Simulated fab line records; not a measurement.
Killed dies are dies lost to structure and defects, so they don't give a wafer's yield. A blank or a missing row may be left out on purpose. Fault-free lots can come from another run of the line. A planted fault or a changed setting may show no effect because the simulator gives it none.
Split-lot trial || flow sfq line || 23 wafers read from 5 lots, route of 325 steps

== ON THE SPLIT ==
At SFQ_TRILAYER_I4_VIA_LITHO_COAT_108 (resist thk 62 nm), the setting spin rpm was moved away from the recipe's 3000 rpm on 5 of the 23 wafers read, by -7.3% to +5.7%. All remaining wafers had this setting at the recipe value.

The reading is taken at the split's own step.

== THE READING ==
BARC_of_TRILAYER_I4_VIA_LITHO_COAT_108.thk nm (the simulator's own value, which no gauge read), in nm, at SFQ_TRILAYER_I4_VIA_LITHO_COAT_108 (resist thk 62 nm). The file does not state a usual value for it. The 18 wafers here that ran the recipe average 61.96 nm, standard deviation 0.13 nm.

{"wafer": "L075.1", "tool, chamber at the split": "litho track-01, 0", "spin rpm as run, rpm": 2781, "against the recipe": "-7.3%", "BARC_of_TRILAYER_I4_VIA_LITHO_COAT_108.thk nm, nm": 64.19, "against lot-mates on the recipe": "+2.33"}
{"wafer": "L075.3", "tool, chamber at the split": "litho track-01, 0", "spin rpm as run, rpm": 3000, "against the recipe": "recipe", "BARC_of_TRILAYER_I4_VIA_LITHO_COAT_108.thk nm, nm": 61.82, "against lot-mates on the recipe": "-"}
{"wafer": "L075.4", "tool, chamber at the split": "litho track-01, 0", "spin rpm as run, rpm": 3000, "against the recipe": "recipe", "BARC_of_TRILAYER_I4_VIA_LITHO_COAT_108.thk nm, nm": 61.85, "against lot-mates on the recipe": "-"}
{"wafer": "L075.5", "tool, chamber at the split": "litho track-01, 0", "spin rpm as run, rpm": 2781, "against the recipe": "-7.3%", "BARC_of_TRILAYER_I4_VIA_LITHO_COAT_108.thk nm, nm": 64.58, "against lot-mates on the recipe": "+2.72"}
{"wafer": "L075.6", "tool, chamber at the split": "litho track-01, 0", "spin rpm as run, rpm": 3000, "against the recipe": "recipe", "BARC_of_TRILAYER_I4_VIA_LITHO_COAT_108.thk nm, nm": 61.92, "against lot-mates on the recipe": "-"}
{"wafer": "L076.1", "tool, chamber at the split": "litho track-03, 0", "spin rpm as run, rpm": 3000, "against the recipe": "recipe", "BARC_of_TRILAYER_I4_VIA_LITHO_COAT_108.thk nm, nm": 62.07, "against lot-mates on the recipe": "-"}
{"wafer": "L076.2", "tool, chamber at the split": "litho track-03, 0", "spin rpm as run, rpm": 3000, "against the recipe": "recipe", "BARC_of_TRILAYER_I4_VIA_LITHO_COAT_108.thk nm, nm": 62.13, "against lot-mates on the recipe": "-"}
{"wafer": "L076.3", "tool, chamber at the split": "litho track-03, 0", "spin rpm as run, rpm": 3000, "against the recipe": "recipe", "BARC_of_TRILAYER_I4_VIA_LITHO_COAT_108.thk nm, nm": 62.26, "against lot-mates on the recipe": "-"}
{"wafer": "L076.5", "tool, chamber at the split": "litho track-03, 0", "spin rpm as run, rpm": 3000, "against the recipe": "recipe", "BARC_of_TRILAYER_I4_VIA_LITHO_COAT_108.thk nm, nm": 62.02, "against lot-mates on the recipe": "-"}
{"wafer": "L076.6", "tool, chamber at the split": "litho track-03, 0", "spin rpm as run, rpm": 3000, "against the recipe": "recipe", "BARC_of_TRILAYER_I4_VIA_LITHO_COAT_108.thk nm, nm": 62.18, "against lot-mates on the recipe": "-"}
{"wafer": "L077.1", "tool, chamber at the split": "litho track-03, 0", "spin rpm as run, rpm": 3000, "against the recipe": "recipe", "BARC_of_TRILAYER_I4_VIA_LITHO_COAT_108.thk nm, nm": 61.8, "against lot-mates on the recipe": "-"}
{"wafer": "L077.2", "tool, chamber at the split": "litho track-03, 0", "spin rpm as run, rpm": 3000, "against the recipe": "recipe", "BARC_of_TRILAYER_I4_VIA_LITHO_COAT_108.thk nm, nm": 62.01, "against lot-mates on the recipe": "-"}
{"wafer": "L077.3", "tool, chamber at the split": "litho track-03, 0", "spin rpm as run, rpm": 3000, "against the recipe": "recipe", "BARC_of_TRILAYER_I4_VIA_LITHO_COAT_108.thk nm, nm": 61.9, "against lot-mates on the recipe": "-"}
{"wafer": "L077.4", "tool, chamber at the split": "litho track-03, 0", "spin rpm as run, rpm": 3000, "against the recipe": "recipe", "BARC_of_TRILAYER_I4_VIA_LITHO_COAT_108.thk nm, nm": 61.93, "against lot-mates on the recipe": "-"}
{"wafer": "L077.6", "tool, chamber at the split": "litho track-03, 0", "spin rpm as run, rpm": 3000, "against the recipe": "recipe", "BARC_of_TRILAYER_I4_VIA_LITHO_COAT_108.thk nm, nm": 61.81, "against lot-mates on the recipe": "-"}
{"wafer": "L080.1", "tool, chamber at the split": "litho track-01, 0", "spin rpm as run, rpm": 3170, "against the recipe": "+5.7%", "BARC_of_TRILAYER_I4_VIA_LITHO_COAT_108.thk nm, nm": 60.04, "against lot-mates on the recipe": -1.84}
{"wafer": "L080.2", "tool, chamber at the split": "litho track-01, 0", "spin rpm as run, rpm": 3170, "against the recipe": "+5.7%", "BARC_of_TRILAYER_I4_VIA_LITHO_COAT_108.thk nm, nm": 60.28, "against lot-mates on the recipe": -1.60}
{"wafer": "L080.3", "tool, chamber at the split": "litho track-01, 0", "spin rpm as run, rpm": 3000, "against the recipe": "recipe", "BARC_of_TRILAYER_I4_VIA_LITHO_COAT_108.thk nm, nm": 61.95, "against lot-mates on the recipe": "-"}
{"wafer": "L080.5", "tool, chamber at the split": "litho track-01, 0", "spin rpm as run, rpm": 3000, "against the recipe": "recipe", "BARC_of_TRILAYER_I4_VIA_LITHO_COAT_108.thk nm, nm": 61.81, "against lot-mates on the recipe": "-"}
{"wafer": "L080.6", "tool, chamber at the split": "litho track-01, 0", "spin rpm as run, rpm": 3170, "against the recipe": "+5.7%", "BARC_of_TRILAYER_I4_VIA_LITHO_COAT_108.thk nm, nm": 60.29, "against lot-mates on the recipe": -1.59}
{"wafer": "L082.3", "tool, chamber at the split": "litho track-04, 0", "spin rpm as run, rpm": 3000, "against the recipe": "recipe", "BARC_of_TRILAYER_I4_VIA_LITHO_COAT_108.thk nm, nm": 62.06, "against lot-mates on the recipe": "-"}
{"wafer": "L082.5", "tool, chamber at the split": "litho track-04, 0", "spin rpm as run, rpm": 3000, "against the recipe": "recipe", "BARC_of_TRILAYER_I4_VIA_LITHO_COAT_108.thk nm, nm": 61.95, "against lot-mates on the recipe": "-"}
{"wafer": "L082.6", "tool, chamber at the split": "litho track-04, 0", "spin rpm as run, rpm": 3000, "against the recipe": "recipe", "BARC_of_TRILAYER_I4_VIA_LITHO_COAT_108.thk nm, nm": 61.89, "against lot-mates on the recipe": "-"}

FIT RESULTS
A straight line over all 23 wafers: BARC_of_TRILAYER_I4_VIA_LITHO_COAT_108.thk nm changes by -0.322 nm for each +1% of spin rpm; r = -0.99; the points scatter about the line by 0.15 nm.
The same after taking each lot's own level away (the mean of its wafers on the recipe; 23 wafers): -0.322 nm for each +1%; r = -0.99; scatter 0.12 nm.
Per that fit: largest spin rpm move, reading shift of 2.4 nm.
From 61.863 to 62.132 nm: that is the span of the lots' own levels, equal to 2.1 times the standard deviation above.
The two slopes agree, so the slope changes little with the lot-to-lot level.
Check: +2.41 nm against its lot-mates is what the line predicts for one of the wafers moved furthest among these (-7.3%) when that wafer is left out of the fit. Against them it came out at +2.33 nm.

== THE OTHER SPLITS THESE WAFERS WENT THROUGH ==
Note: prior to the reading, these wafers also went through further splits. Each is held against what the fit with the lots' levels taken away leaves over:
{"other split on the same wafers": "SFQ_TRILAYER_I1_VIA_LITHO_EXPOSE_050 dose mj", "wafers away from the commonest value": 8, "r with BARC_of_TRILAYER_I4_VIA_LITHO_COAT_108.thk nm (lot level and that fit taken away)": "+0.19"}
{"other split on the same wafers": "SFQ_TRILAYER_M2_DEP_SPUTTER_055 time s", "wafers away from the commonest value": 8, "r with BARC_of_TRILAYER_I4_VIA_LITHO_COAT_108.thk nm (lot level and that fit taken away)": "+0.18"}
{"other split on the same wafers": "SFQ_TRILAYER_M2_LITHO_EXPOSE_058 dose mj", "wafers away from the commonest value": 8, "r with BARC_of_TRILAYER_I4_VIA_LITHO_COAT_108.thk nm (lot level and that fit taken away)": -0.13}
{"other split on the same wafers": "SFQ_TRILAYER_M3_LITHO_COAT_075 resist thk nm", "wafers away from the commonest value": 5, "r with BARC_of_TRILAYER_I4_VIA_LITHO_COAT_108.thk nm (lot level and that fit taken away)": "+0.07"}
{"other split on the same wafers": "SFQ_TRILAYER_M3_BARC_OPEN_METAL_ETCH_100 bias w", "wafers away from the commonest value": 6, "r with BARC_of_TRILAYER_I4_VIA_LITHO_COAT_108.thk nm (lot level and that fit taken away)": -0.14}
{"other split on the same wafers": "SFQ_TRILAYER_I3_VIA_LITHO_COAT_085 resist thk nm", "wafers away from the commonest value": 7, "r with BARC_of_TRILAYER_I4_VIA_LITHO_COAT_108.thk nm (lot level and that fit taken away)": "+0.00"}
{"other split on the same wafers": "SFQ_TRILAYER_I3_VIA_BARC_OPEN_VIA_ETCH_121 source w", "wafers away from the commonest value": 9, "r with BARC_of_TRILAYER_I4_VIA_LITHO_COAT_108.thk nm (lot level and that fit taken away)": -0.09}
{"other split on the same wafers": "SFQ_TRILAYER_I3_VIA_ETCH_VIA_ETCH_088 bias w", "wafers away from the commonest value": 9, "r with BARC_of_TRILAYER_I4_VIA_LITHO_COAT_108.thk nm (lot level and that fit taken away)": -0.31}
{"other split on the same wafers": "SFQ_TRILAYER_M4_LITHO_COAT_098 resist thk nm", "wafers away from the commonest value": 8, "r with BARC_of_TRILAYER_I4_VIA_LITHO_COAT_108.thk nm (lot level and that fit taken away)": -0.12}

== THE FILE'S OWN FIT ==
BARC_of_TRILAYER_I4_VIA_LITHO_COAT_108.thk nm changes by -0.327 nm for each +1% of spin rpm, r = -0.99.
